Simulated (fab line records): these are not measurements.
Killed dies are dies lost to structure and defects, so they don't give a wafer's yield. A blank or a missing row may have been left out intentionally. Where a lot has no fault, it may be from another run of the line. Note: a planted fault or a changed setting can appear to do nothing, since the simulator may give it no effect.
Chamber matching | flow sky130 | SKY_FIELD_ISO_ETCH_17 on rieSi-01 has 4 sister chambers
The step etches Si in HBr/Cl2/O2, target depth 342 nm, time 97.7 s. 4 wafers are shown with their chamber, then 7 later ones without.

== WAFERS, EACH WITH ITS CHAMBER ==
wafer  | chamber | drypumpMotorCurrentA (A)
L489.6 | 3       | 5.8
L491.2 | 2       | 6.2
L494.1 | 0       | 6.6
L494.4 | 1       | 4.8

== WAFERS WITHOUT THEIR CHAMBER ==
wafer  | drypumpMotorCurrentA (A)
L494.6 | 4.8
L497.2 | 4.8
L497.4 | 5.8
L497.5 | 5.8
L506.3 | 5.8
L506.4 | 6.7
L506.5 | 6.2

== CHAMBER TAKEN BY EACH ==
wafer  | from the rows above | in truth
L494.6 | 1                   | 1
L497.2 | 1                   | 1
L497.4 | 3                   | 3
L497.5 | 3                   | 3
L506.3 | 3                   | 3
L506.4 | 0                   | 0
L506.5 | 2                   | 2
7 of 7 placed correctly. Left unplaced by these rows: 0. 0 placed wrongly.
How it was worked out, from the rows above alone: a wafer's distance from a chamber is the root of the sum, over the readings, of the square of ((its reading less the chamber's mean) divided by the reading's scatter). If the next closest chamber is less than 2 further off than the closest, the wafer can't be placed; otherwise it belongs to the closest. The mean given for a chamber averages the wafers shown for that chamber. The scatter (one wafer shown for each chamber): square how far every hidden wafer sits from the nearest shown wafer, average those squares and take the square root.
